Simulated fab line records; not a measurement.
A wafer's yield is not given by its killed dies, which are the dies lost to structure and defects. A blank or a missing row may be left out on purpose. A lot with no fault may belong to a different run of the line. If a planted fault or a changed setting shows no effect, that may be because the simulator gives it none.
fab line records -- flow sky130 -- part 1 of 2: steps 1 to 43 of 44
record: lots: 6, wafers: 18, last_day: 50
route steps=708 shown VIA3@590 METAL4@598 CAP2M@603 PAD_OPEN@708
lots untouched by any fault: they come from a run of this same line in which no faults occurred
start_h: hours from the record's opening day to when the first of the lot's shown wafers began -- wait_h: time in hours since the lot's previous step -- " unchanged from the row above -- L1.1+2: one row covering several wafers at once -- - value missing, or start not given -- * or withheld: withheld -- < > ~ a bound
route shown NAME@n: names a module that has steps shown in the file, with the first one's number in the route -- usual: mean and standard deviation over wafers with no fault -- same: alike in all rows -- chamber/n: place in a boat -- sites: each site's reading -- _std_site: their standard deviation -- _edge_site: mean of outer sites minus mean of inner sites -- radius_mm: for every site, how far away it sits from the centre of the wafer -- mask NAME#n: copy n -- behind: the most recent tool/chamber to have shaped the wafer -- hold: what put the lot on hold/how long, in hours/how the hold closed -- device: the transistor (n, p or np) that didn't switch -- end of line: tests run on the same wafers once the route is complete -- step lacking rows: just its recipe -- killed: dies lost to structure and defects at the first sort, not the wafer's yield -- map: a wafer's dies, x killed, . not, _ none there
set.NAME: setting as actually run; set.NAME@STEP: the setting as run at that earlier step -- model.NAME: the simulator's own value behind a step, which no gauge read
lots at selected steps of the route; one table per step, one row per wafer
services: a tool's chamber out of use, with start hour (start_h, from the record's first day; less than 0 if before it), hours out, and reason
== steps ==
step: SKY_VIA3_STRIP_17
recipe: chemistry: post_etch_residue_remover, time_s: 1200, temp_c: 72.5
step: SKY_VIA3_CLEAN_18
recipe: chemistry: IPA, time_s: 180, temp_c: 25
step: SKY_VIA3_CLEAN_19
recipe: chemistry: O3/DIW, dry: n2_spin
step: SKY_VIA3_SPUTTER_20
recipe: material: TiN, target_thk_nm: 20, chamber_pressure_pa: 5, power_w: 4000, time_s: 80
step: SKY_VIA3_CVD_21
recipe: material: W, target_thk_nm: 390, time_s: 117.31, temp_c: 400, pressure_torr: 40
step: SKY_VIA3_RS_MEAS_22
recipe: thk_meas_gauge: four-point-probe, reads: W_of_VIA3_CVD_21+TiN_of_VIA3_SPUTTER_20
usual: VIA3_W_RS: 0.293/0.0042
lot.wafer,tool,chamber,start_h,wait_h,VIA3_W_RS[ohm/sq]
L840.2,film_metro-01,-,948.85,0.1,0.289
L840.5,film_metro-01,-,948.85,0.1,0.293
L840.6,film_metro-01,-,948.85,0.1,0.288
L848.2,film_metro-03,-,1010.72,0.1,0.298
L848.3,film_metro-03,-,1010.72,0.1,0.291
L848.5,film_metro-03,-,1010.72,0.1,0.292
L849.4,film_metro-01,-,1015.73,0.1,0.296
L849.5,film_metro-01,-,1015.73,0.1,0.293
L849.6,film_metro-01,-,1015.73,0.1,0.293
L853.1,film_metro-03,-,1048.36,0.1,0.288
L853.3,film_metro-03,-,1048.36,0.1,0.293
L853.4,film_metro-03,-,1048.36,0.1,0.289
L855.2,film_metro-01,-,1050.29,0.1,0.296
L855.3,film_metro-01,-,1050.29,0.1,0.297
L855.6,film_metro-01,-,1050.29,0.1,0.297
L858.1,film_metro-03,-,1071.02,0.2,0.288
L858.2,film_metro-03,-,1071.02,0.2,0.288
L858.5,film_metro-03,-,1071.02,0.2,0.288
step: SKY_VIA3_THK_MEAS_23
recipe: thk_meas_gauge: xrf, reads: W_of_VIA3_CVD_21
usual: VIA3_W_THK: 387/5.8
lot.wafer,tool,chamber,start_h,wait_h,VIA3_W_THK[nm]
L840.2,film_metro-01,-,948.96,0.1,392
L840.5,film_metro-01,-,948.96,0.1,385
L840.6,film_metro-01,-,948.96,0.1,394
L848.2,film_metro-03,-,1010.83,0.1,379
L848.3,film_metro-03,-,1010.83,0.1,386
L848.5,film_metro-03,-,1010.83,0.1,388
L849.4,film_metro-01,-,1015.82,0.1,382
L849.5,film_metro-01,-,1015.82,0.1,385
L849.6,film_metro-01,-,1015.82,0.1,382
L853.1,film_metro-03,-,1048.48,0.1,393
L853.3,film_metro-03,-,1048.48,0.1,390
L853.4,film_metro-03,-,1048.48,0.1,397
L855.2,film_metro-01,-,1050.40,0.1,382
L855.3,film_metro-01,-,1050.40,0.1,381
L855.6,film_metro-01,-,1050.40,0.1,384
L858.1,film_metro-03,-,1071.14,0.1,389
L858.2,film_metro-03,-,1071.14,0.1,391
L858.5,film_metro-03,-,1071.14,0.1,393
step: SKY_VIA3_CMP_24
recipe: stop_on: SiO2, t_overpolish_s: 20, down_force_psi: 3.5, platen_rpm: 60, target_thk_nm: 0, pad_velocity_m_s: 0.94248
usual: head_pressure_psi: 3.501/0.0092, motor_current_A: 11.5/1.1, overpolish_run_s: 20.000/0.0094, retaining_ring_pressure_frac: 1.000/0.0047, time_to_endpoint_s: 97/4.4
lot.wafer,tool,chamber,start_h,wait_h,head_pressure_psi,motor_current_A,overpolish_run_s,retaining_ring_pressure_frac,time_to_endpoint_s
L840.2,cmp-02,3,949.01,0.0,3.487,12.5,19.996,0.995,94
L840.5,cmp-02,3,949.01,0.0,3.510,12.0,20.007,1.000,89
L840.6,cmp-02,0,949.01,0.0,3.502,9.6,20.008,0.993,96
L848.2,cmp-02,1,1010.98,0.1,3.497,13.0,19.998,1.009,93
L848.3,cmp-02,2,1010.98,0.1,3.506,11.5,19.994,0.999,101
L848.5,cmp-02,3,1010.98,0.1,3.497,12.6,20.005,0.998,100
L849.4,cmp-02,3,1015.90,0.1,3.506,12.2,20.008,0.996,95
L849.5,cmp-02,2,1015.90,0.1,3.507,13.1,20.010,0.995,98
L849.6,cmp-02,3,1015.90,0.1,3.495,11.9,19.976,1.001,98
L853.1,cmp-01,1,1048.54,0.1,3.511,10.5,20.023,0.995,98
L853.3,cmp-01,3,1048.54,0.1,3.501,10.7,19.996,0.995,105
L853.4,cmp-01,0,1048.54,0.1,3.513,12.4,19.992,1.003,99
L855.3,cmp-02,0,1050.45,0.0,3.479,9.8,20.007,0.999,91
L855.2,cmp-02,1,1050.45,0.0,3.507,13.1,20.010,0.990,89
L855.6,cmp-02,1,1050.45,0.0,3.509,12.7,20.004,0.987,89
L858.1,cmp-01,2,1071.27,0.1,3.503,11.0,20.009,0.998,96
L858.2,cmp-01,0,1071.27,0.1,3.496,11.5,20.018,0.994,98
L858.5,cmp-01,2,1071.27,0.1,3.486,10.5,20.009,1.007,98
step: SKY_METAL4_SPUTTER_00
recipe: material: Ti, target_thk_nm: 15, power_w: 3041, time_s: 10, chamber_pressure_pa: 0.4
step: SKY_METAL4_SPUTTER_01
recipe: material: TiN, target_thk_nm: 20, power_w: 6500, time_s: 16.7, chamber_pressure_pa: 0.4
step: SKY_METAL4_SPUTTER_02
recipe: material: AlCu, target_thk_nm: 735, power_w: 10600, time_s: 39.1, chamber_pressure_pa: 0.4
usual: throttle_valve_pct: 29.6/0.65
lot.wafer,tool,chamber,start_h,wait_h,throttle_valve_pct
L840.2,pvd_sputter-01,-,949.35,0.0,31.0
L840.5,pvd_sputter-01,-,949.35,0.0,29.5
L840.6,pvd_sputter-01,-,949.35,0.0,30.9
L848.2,pvd_sputter-01,-,1011.23,0.0,29.7
L848.3,pvd_sputter-01,-,1011.23,0.0,29.0
L848.5,pvd_sputter-01,-,1011.23,0.0,29.7
L849.4,pvd_sputter-01,-,1016.20,0.0,29.8
L849.5,pvd_sputter-01,-,1016.20,0.0,31.3
L849.6,pvd_sputter-01,-,1016.20,0.0,29.9
L853.1,pvd_sputter-04,-,1048.89,0.0,29.5
L853.3,pvd_sputter-04,-,1048.89,0.0,28.4
L853.4,pvd_sputter-04,-,1048.89,0.0,29.4
L855.2,pvd_sputter-04,-,1050.80,0.0,28.7
L855.3,pvd_sputter-04,-,1050.80,0.0,29.5
L855.6,pvd_sputter-04,-,1050.80,0.0,29.3
L858.1,pvd_sputter-04,-,1071.62,0.0,28.4
L858.2,pvd_sputter-04,-,1071.62,0.0,29.7
L858.5,pvd_sputter-04,-,1071.62,0.0,29.5
step: SKY_METAL4_SPUTTER_03
recipe: material: Ti, target_thk_nm: 5, power_w: 3000, time_s: 3.3, chamber_pressure_pa: 0.4
usual: throttle_valve_pct: 29.6/0.66
lot.wafer,tool,chamber,start_h,wait_h,throttle_valve_pct
L840.2,pvd_sputter-01,-,949.39,0.0,31.1
L840.5,pvd_sputter-01,-,949.39,0.0,29.7
L840.6,pvd_sputter-01,-,949.39,0.0,31.0
L848.2,pvd_sputter-01,-,1011.27,0.0,29.6
L848.3,pvd_sputter-01,-,1011.27,0.0,29.2
L848.5,pvd_sputter-01,-,1011.27,0.0,29.8
L849.4,pvd_sputter-01,-,1016.24,0.0,30.0
L849.5,pvd_sputter-01,-,1016.24,0.0,31.1
L849.6,pvd_sputter-01,-,1016.24,0.0,30.1
L853.1,pvd_sputter-04,-,1048.93,0.0,29.5
L853.3,pvd_sputter-04,-,1048.93,0.0,28.3
L853.4,pvd_sputter-04,-,1048.93,0.0,29.5
L855.2,pvd_sputter-04,-,1050.84,0.0,28.4
L855.3,pvd_sputter-04,-,1050.84,0.0,29.5
L855.6,pvd_sputter-04,-,1050.84,0.0,29.5
L858.1,pvd_sputter-04,-,1071.65,0.0,28.6
L858.2,pvd_sputter-04,-,1071.65,0.0,29.8
L858.5,pvd_sputter-04,-,1071.65,0.0,29.7
step: SKY_METAL4_SPUTTER_04
recipe: material: TiN, target_thk_nm: 70, power_w: 6500, time_s: 58.3, chamber_pressure_pa: 0.4
usual: throttle_valve_pct: 29.6/0.67
lot.wafer,tool,chamber,start_h,wait_h,throttle_valve_pct,model.TiN_of_METAL4_SPUTTER_04.thk_nm
L840.2,pvd_sputter-01,-,949.41,0.0,31.0,70.44
L840.5,pvd_sputter-01,-,949.41,0.0,29.4,69.76
L840.6,pvd_sputter-01,-,949.41,0.0,31.1,70.73
L848.2,pvd_sputter-01,-,1011.29,0.0,30.0,104.8
L848.3,pvd_sputter-01,-,1011.29,0.0,29.1,104.9
L848.5,pvd_sputter-01,-,1011.29,0.0,29.7,105.2
L849.4,pvd_sputter-01,-,1016.26,0.0,29.8,105.1
L849.5,pvd_sputter-01,-,1016.26,0.0,31.1,104.7
L849.6,pvd_sputter-01,-,1016.26,0.0,29.8,104.7
L853.1,pvd_sputter-04,-,1048.95,0.0,29.8,70.43
L853.3,pvd_sputter-04,-,1048.95,0.0,28.6,70.11
L853.4,pvd_sputter-04,-,1048.95,0.0,29.5,70.91
L855.2,pvd_sputter-04,-,1050.86,0.0,28.5,70.59
L855.3,pvd_sputter-04,-,1050.86,0.0,29.3,72.3
L855.6,pvd_sputter-04,-,1050.86,0.0,29.5,71.85
L858.1,pvd_sputter-04,-,1071.67,0.0,28.6,68.79
L858.2,pvd_sputter-04,-,1071.67,0.0,29.5,69.48
L858.5,pvd_sputter-04,-,1071.67,0.0,29.5,69.52
step: SKY_CAP2M_CVD_00
recipe: material: SiO2, target_thk_nm: 15.5, temp_c: 400, time_s: withheld, rf_w: 450
step: SKY_CAP2M_THK_MEAS_01
recipe: reads: SiO2_of_CAP2M_CVD_00
usual: CAP2M_CVD_00_THK: 15.54/0.26
lot.wafer,tool,chamber,start_h,wait_h,CAP2M_CVD_00_THK[nm]
L840.2,film_metro-04,-,949.49,-,15.21
L840.5,film_metro-04,-,949.49,-,15.40
L840.6,film_metro-04,-,949.49,-,15.45
L848.2,film_metro-02,-,1011.37,-,15.51
L848.3,film_metro-02,-,1011.37,-,15.78
L848.5,film_metro-02,-,1011.37,-,15.83
L849.4,film_metro-03,-,1016.36,-,15.40
L849.5,film_metro-03,-,1016.36,-,16.04
L849.6,film_metro-03,-,1016.36,-,15.39
L853.1,film_metro-04,-,1049.02,-,15.49
L853.3,film_metro-04,-,1049.02,-,15.52
L853.4,film_metro-04,-,1049.02,-,15.62
L855.2,film_metro-04,-,1050.94,-,15.26
L855.3,film_metro-04,-,1050.94,-,15.51
L855.6,film_metro-04,-,1050.94,-,15.50
L858.1,film_metro-03,-,1071.74,-,15.01
L858.2,film_metro-03,-,1071.74,-,14.99
L858.5,film_metro-03,-,1071.74,-,15.53
step: SKY_CAP2M_SPUTTER_02
recipe: material: TiN, target_thk_nm: 200, temp_c: 300, power_w: 6500, time_s: 166.7, chamber_pressure_pa: 0.4
step: SKY_CAP2M_RS_MEAS_03
recipe: thk_meas_gauge: four-point-probe, reads: TiN_of_CAP2M_SPUTTER_02
usual: CAP2M_TIN_RS: 6.93/0.096
lot.wafer,tool,chamber,start_h,wait_h,CAP2M_TIN_RS[ohm/sq]
L840.2,film_metro-02,-,949.67,0.1,7.01
L840.5,film_metro-02,-,949.67,0.1,7.08
L840.6,film_metro-02,-,949.67,0.1,7.10
L848.2,film_metro-03,-,1011.55,0.1,6.89
L848.3,film_metro-03,-,1011.55,0.1,6.85
L848.5,film_metro-03,-,1011.55,0.1,6.88
L849.4,film_metro-04,-,1016.56,0.1,7.02
L849.5,film_metro-04,-,1016.56,0.1,6.93
L849.6,film_metro-04,-,1016.56,0.1,6.97
L853.1,film_metro-04,-,1049.19,0.1,7.02
L853.3,film_metro-04,-,1049.19,0.1,7.11
L853.4,film_metro-04,-,1049.19,0.1,7.14
L855.2,film_metro-04,-,1051.12,0.1,7.04
L855.3,film_metro-04,-,1051.12,0.1,7.01
L855.6,film_metro-04,-,1051.12,0.1,7.04
L858.1,film_metro-02,-,1071.91,0.1,7.02
L858.2,film_metro-02,-,1071.91,0.1,7.07
L858.5,film_metro-02,-,1071.91,0.1,7.05
step: SKY_CAP2M_THK_MEAS_04
recipe: thk_meas_gauge: xrf, reads: TiN_of_CAP2M_SPUTTER_02
usual: CAP2M_TIN_THK: 196.6/2.7
lot.wafer,tool,chamber,start_h,wait_h,CAP2M_TIN_THK[nm]
L840.2,film_metro-02,-,949.78,0.1,194.3
L840.5,film_metro-02,-,949.78,0.1,192.4
L840.6,film_metro-02,-,949.78,0.1,191.7
L848.2,film_metro-03,-,1011.66,0.1,198.6
L848.3,film_metro-03,-,1011.66,0.1,199.3
L848.5,film_metro-03,-,1011.66,0.1,199.4
L849.4,film_metro-04,-,1016.65,0.1,194.5
L849.5,film_metro-04,-,1016.65,0.1,197.0
L849.6,film_metro-04,-,1016.65,0.1,196.2
L853.1,film_metro-04,-,1049.31,0.1,194.5
L853.3,film_metro-04,-,1049.31,0.1,192.2
L853.4,film_metro-04,-,1049.31,0.1,191.8
L855.2,film_metro-04,-,1051.23,0.1,195.4
L855.3,film_metro-04,-,1051.23,0.1,195.4
L855.6,film_metro-04,-,1051.23,0.1,195.1
L858.1,film_metro-02,-,1072.03,0.1,193.8
L858.2,film_metro-02,-,1072.03,0.1,193.2
L858.5,film_metro-02,-,1072.03,0.1,194.4
step: SKY_CAP2M_DEHYDRATE_05
recipe: temp_c: 200, time_s: 60
step: SKY_CAP2M_HMDS_06
recipe: prime_time_s: 60, prime_temp_c: 120
step: SKY_CAP2M_COAT_07
recipe: resist: NOVOLAK, spin_rpm: 3000, resist_thk_nm: 1140
step: SKY_CAP2M_SOFTBAKE_08
recipe: temp_c: 90, time_s: 60, resist: NOVOLAK
step: SKY_CAP2M_EXPOSE_09
recipe: mask_id: CAP2M, na: 0.6, source_shape: conventional, sigma_outer: 0.6, polarization: unpolarized, target_cd_nm: 1000, dose_mj: 159
step: SKY_CAP2M_PEB_10
recipe: temp_c: withheld, time_s: *, resist: NOVOLAK
step: SKY_CAP2M_DEVELOP_11
recipe: resist: NOVOLAK, developer: TMAH, develop_time_s: 60, dev_temp_c: 23
step: SKY_CAP2M_OVL_MEAS_12
usual: CAP2M_OVL: 1.5/1.3
lot.wafer,tool,chamber,start_h,wait_h,CAP2M_OVL[nm]
L840.2,overlay-02,-,973.89,0.1,3.0
L840.5,overlay-02,-,973.89,0.1,1.2
L840.6,overlay-02,-,973.89,0.1,2.6
L848.2,overlay-01,-,1034.24,0.1,-2.1
L848.3,overlay-01,-,1034.24,0.1,-0.7
L848.5,overlay-01,-,1034.24,0.1,0.5
L849.4,overlay-02,-,1039.30,0.1,2.2
L849.5,overlay-02,-,1039.30,0.1,2.5
L849.6,overlay-02,-,1039.30,0.1,2.8
L853.1,overlay-02,-,1070.53,0.1,2.0
L853.3,overlay-02,-,1070.53,0.1,1.6
L853.4,overlay-02,-,1070.53,0.1,1.9
L855.2,overlay-02,-,1073.04,0.1,3.8
L855.3,overlay-02,-,1073.04,0.1,3.2
L855.6,overlay-02,-,1073.04,0.1,3.9
L858.1,overlay-01,-,1093.03,0.1,1.5
L858.2,overlay-01,-,1093.03,0.1,1.0
L858.5,overlay-01,-,1093.03,0.1,1.7
step: SKY_CAP2M_METAL_ETCH_13
recipe: target_depth_nm: 220, stop_on: SiO2, chemistry: Cl2/BCl3, target: TiN, pressure_mtorr: 10, icp_w: 900, bias_w: 48.5, Cl2_flow_sccm: 60, bcl3_flow_sccm: 30, time_s: 62.9
step: SKY_CAP2M_STRIP_14
recipe: chemistry: O2/N2, power_w: 1400, pressure_mtorr: 1500, platen_temp_c: withheld, o2_flow_sccm: 2896, n2_flow_sccm: 300, overash_fraction: 0.5
usual: drypump_motor_current_A: 5.5/0.36, oes_product_au: 0.710/0.0045, strip_time_to_endpoint_s: 12.67/0.053
lot.wafer,tool,chamber,start_h,wait_h,drypump_motor_current_A,oes_product_au,rf_hours_counter_h,strip_time_to_endpoint_s
L840.2,plasma_asher-03,1,974.00,0.1,6.1,0.710,84,12.75
L840.5,plasma_asher-03,0,974.00,0.1,5.7,0.710,-,12.65
L840.6,plasma_asher-03,1,974.00,0.1,6.1,0.716,-,12.73
L848.2,plasma_asher-04,0,1034.34,0.1,5.1,0.712,124,12.69
L848.3,plasma_asher-04,0,1034.34,0.1,5.1,0.708,-,12.75
L848.5,plasma_asher-04,1,1034.34,0.1,5.6,0.702,-,12.66
L849.4,plasma_asher-03,1,1039.43,0.1,6.1,0.706,-,12.67
L849.5,plasma_asher-03,1,1039.43,0.1,6.1,0.706,-,12.55
L849.6,plasma_asher-03,0,1039.43,0.1,5.7,0.712,-,12.66
L853.1,plasma_asher-04,0,1070.64,0.1,5.1,0.707,1,12.64
L853.3,plasma_asher-04,0,1070.64,0.1,5.1,0.707,-,12.61
L853.4,plasma_asher-04,1,1070.64,0.1,5.7,0.702,-,12.67
L855.2,plasma_asher-02,0,1073.15,0.1,5.1,0.711,31,12.76
L855.3,plasma_asher-02,0,1073.15,0.1,5.1,0.712,-,12.73
L855.6,plasma_asher-02,1,1073.15,0.1,5.9,0.702,-,12.69
L858.1,plasma_asher-02,1,1093.14,0.1,5.8,0.705,32,12.61
L858.2,plasma_asher-02,0,1093.14,0.1,5.1,0.705,32,12.62
L858.5,plasma_asher-02,0,1093.14,0.1,5.1,0.710,-,12.62
step: SKY_CAP2M_STRIP_15
recipe: chemistry: post_etch_residue_remover, time_s: 1200, temp_c: 72.5
step: SKY_CAP2M_CLEAN_16
recipe: chemistry: IPA, time_s: 180, temp_c: 25
step: SKY_CAP2M_CLEAN_17
recipe: chemistry: O3/DIW, dry: n2_spin
step: SKY_METAL4_DEHYDRATE_05
recipe: temp_c: 200, time_s: 60
step: SKY_METAL4_HMDS_06
recipe: prime_time_s: 60, prime_temp_c: 120
step: SKY_METAL4_COAT_07
recipe: resist: BARC, temp_c: withheld, time_s: withheld, spin_rpm: 3000, resist_thk_nm: 60
step: SKY_METAL4_COAT_08
recipe: resist: KrF-thick, spin_rpm: 3000, resist_thk_nm: 1140
step: SKY_METAL4_SOFTBAKE_09
recipe: temp_c: 100, time_s: 90, resist: KrF-thick
step: SKY_METAL4_EXPOSE_10
recipe: mask_id: MM4, na: 0.68, source_shape: annular, sigma_inner: 0.4, sigma_outer: 0.8, target_cd_nm: 300, dose_mj: 28
step: SKY_METAL4_PEB_11
recipe: peb_temp_c: withheld, peb_time_s: withheld, resist: KrF-thick
step: SKY_METAL4_DEVELOP_12
recipe: develop_time_s: 60, resist: KrF-thick, dev_temp_c: 21
step: SKY_METAL4_CD_MEAS_13
recipe: target_cd_nm: 300
usual: cd_nm: 299.7/1.2
lot.wafer,tool,chamber,start_h,wait_h,cd_nm
L840.2,cd_sem-02,-,998.76,-,298.6
L840.5,cd_sem-02,-,998.76,-,298.6
L840.6,cd_sem-02,-,998.76,-,298.1
L848.2,cd_sem-01,-,1057.65,-,302.7
L848.3,cd_sem-01,-,1057.65,-,302.0
L848.5,cd_sem-01,-,1057.65,-,301.0
L849.4,cd_sem-02,-,1061.55,-,300.1
L849.5,cd_sem-02,-,1061.55,-,301.9
L849.6,cd_sem-02,-,1061.55,-,301.1
L853.1,cd_sem-01,-,1092.62,-,302.2
L853.3,cd_sem-01,-,1092.62,-,301.9
L853.4,cd_sem-01,-,1092.62,-,300.5
L855.2,cd_sem-02,-,1094.56,-,298.4
L855.3,cd_sem-02,-,1094.56,-,299.7
L855.6,cd_sem-02,-,1094.56,-,300.3
L858.1,cd_sem-01,-,1114.33,-,297.7
L858.2,cd_sem-01,-,1114.33,-,300.7
L858.5,cd_sem-01,-,1114.33,-,300.8
step: SKY_METAL4_OVL_MEAS_14
usual: METAL4_OVL: 2/6.3
lot.wafer,tool,chamber,start_h,wait_h,METAL4_OVL[nm]
L840.2,overlay-01,-,998.86,0.1,-3
L840.5,overlay-01,-,998.86,0.1,-3
L840.6,overlay-01,-,998.86,0.1,-1
L848.2,overlay-01,-,1057.76,0.1,0
L848.3,overlay-01,-,1057.76,0.1,10
L848.5,overlay-01,-,1057.76,0.1,1
L849.4,overlay-02,-,1061.63,0.1,-2
L849.5,overlay-02,-,1061.63,0.1,1
L849.6,overlay-02,-,1061.63,0.1,2
L853.1,overlay-02,-,1092.74,0.1,0
L853.3,overlay-02,-,1092.74,0.1,4
L853.4,overlay-02,-,1092.74,0.1,-2
L855.2,overlay-01,-,1094.66,0.1,4
L855.3,overlay-01,-,1094.66,0.1,2
L855.6,overlay-01,-,1094.66,0.1,-2
L858.1,overlay-01,-,1114.45,0.1,-1
L858.2,overlay-01,-,1114.45,0.1,7
L858.5,overlay-01,-,1114.45,0.1,4
step: SKY_METAL4_DESCUM_15
recipe: chemistry: O2, source_power_w: 150, bias_power_w: 0, pressure_mtorr: 10, temp_c: 40, time_s: 8
usual: drypump_motor_current_A: 5.6/0.34, oes_product_au: 0.997/0.012
same: bias_power_w: 0
lot.wafer,tool,chamber,start_h,wait_h,drypump_motor_current_A,oes_product_au,rf_hours_counter_h
L840.2,rie_metal-04,1,998.89,0.0,5.6,0.998,17
L840.5,rie_metal-04,0,998.89,0.0,5.4,0.982,-
L840.6,rie_metal-04,1,998.89,0.0,5.6,0.992,-
L848.2,rie_metal-04,1,1057.79,0.0,5.7,1.009,21
L848.3,rie_metal-04,0,1057.79,0.0,5.4,0.998,-
L848.5,rie_metal-04,0,1057.79,0.0,5.4,1.000,-
L849.4,rie_metal-03,0,1061.65,0.0,5.2,0.982,-
L849.5,rie_metal-03,1,1061.65,0.0,5.7,1.000,-
L849.6,rie_metal-03,0,1061.65,0.0,5.2,0.990,-
L853.1,rie_metal-02,0,1092.77,0.0,6.2,1.021,20
L853.3,rie_metal-02,0,1092.77,0.0,6.2,1.019,-
L853.4,rie_metal-02,1,1092.77,0.0,5.3,0.997,-
L855.2,rie_metal-04,1,1094.69,0.0,5.6,0.985,24
L855.3,rie_metal-04,1,1094.69,0.0,5.7,0.998,-
L855.6,rie_metal-04,1,1094.69,0.0,5.7,0.993,-
L858.1,rie_metal-04,0,1114.49,0.0,5.4,0.973,24
L858.2,rie_metal-04,0,1114.49,0.0,5.4,0.977,-
L858.5,rie_metal-04,0,1114.49,0.0,5.4,0.985,-
step: SKY_METAL4_METAL_ETCH_18
recipe: target_depth_a: 8450, stop_on: SiO2, over_etch_frac: 0.3, time_s: 183.1, chemistry: Cl2/BCl3, resist_sidewall_deg: 88, pressure_mtorr: 10, icp_w: 900, bias_w: 48.5, Cl2_flow_sccm: 60, bcl3_flow_sccm: 30
usual: drypump_motor_current_A: 5.6/0.34, oes_product_au: 0.867/0.0062, throttle_valve_pct: 22.264/0.0086
lot.wafer,tool,chamber,start_h,wait_h,drypump_motor_current_A,oes_product_au,rf_hours_counter_h,throttle_valve_pct
L840.2,rie_metal-03,1,999.04,0.0,5.7,0.874,13,22.257
L840.5,rie_metal-03,1,999.04,0.0,5.7,0.868,-,22.272
L840.6,rie_metal-03,0,999.04,0.0,5.2,0.871,-,22.255
L848.2,rie_metal-03,0,1057.94,0.0,5.2,0.888,15,22.255
L848.3,rie_metal-03,1,1057.94,0.0,5.7,0.890,-,22.272
L848.5,rie_metal-03,1,1057.94,0.0,5.7,0.886,-,22.266
L849.4,rie_metal-02,0,1061.97,0.2,6.2,0.887,-,22.287
L849.5,rie_metal-02,0,1061.97,0.2,6.2,0.893,-,22.246
L849.6,rie_metal-02,0,1061.97,0.2,6.2,0.874,-,22.257
L853.1,rie_metal-03,1,1092.92,0.0,5.7,0.862,19,22.265
L853.3,rie_metal-03,0,1092.92,0.0,5.2,0.868,-,22.266
L853.4,rie_metal-03,1,1092.92,0.0,5.7,0.865,-,22.269
L855.2,rie_metal-03,0,1094.84,0.0,5.2,0.867,18,22.256
L855.3,rie_metal-03,0,1094.84,0.0,5.2,0.870,-,22.267
L855.6,rie_metal-03,1,1094.84,0.0,5.7,0.855,-,22.266
L858.1,rie_metal-03,1,1114.77,0.0,5.7,0.861,21,22.262
L858.2,rie_metal-03,0,1114.77,0.0,5.2,0.861,20,22.255
L858.5,rie_metal-03,0,1114.77,0.0,5.2,0.863,-,22.261
== key ==
first_sign: step: SKY_METAL4_METAL_ETCH_18, reading: oes_product_au, direction: up, sigmas: 3.1, usual: 0.867, struck: 0.886
effect none on later readings
model_effect: step: SKY_METAL4_SPUTTER_04, value: TiN_of_METAL4_SPUTTER_04.thk_nm, without: 69.09, struck: 104.9
model_effect: step: SKY_PAD_OPEN_PROBE_99, value: etest.via4_chain.rc_ohm, without: 0.7899, struck: 0.8527
met_at SKY_METAL4_SPUTTER_04
struck_wafers L848.2,L848.3,L848.5,L849.4,L849.5,L849.6
onset_between 949.41 1011.29
also_fits SKY_METAL4_SPUTTER_02:pvd_sputter-01,SKY_METAL4_SPUTTER_03:pvd_sputter-01
fault: kind: process_parameter_drift, tool: pvd_sputter-01, chamber: -, onset_h: 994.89, steps: SKY_METAL4_SPUTTER_04, channel: target_thk_nm, offset: 35.791, shape: step, end_h: 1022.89, acts_in: these_recipes_only, stated: 70
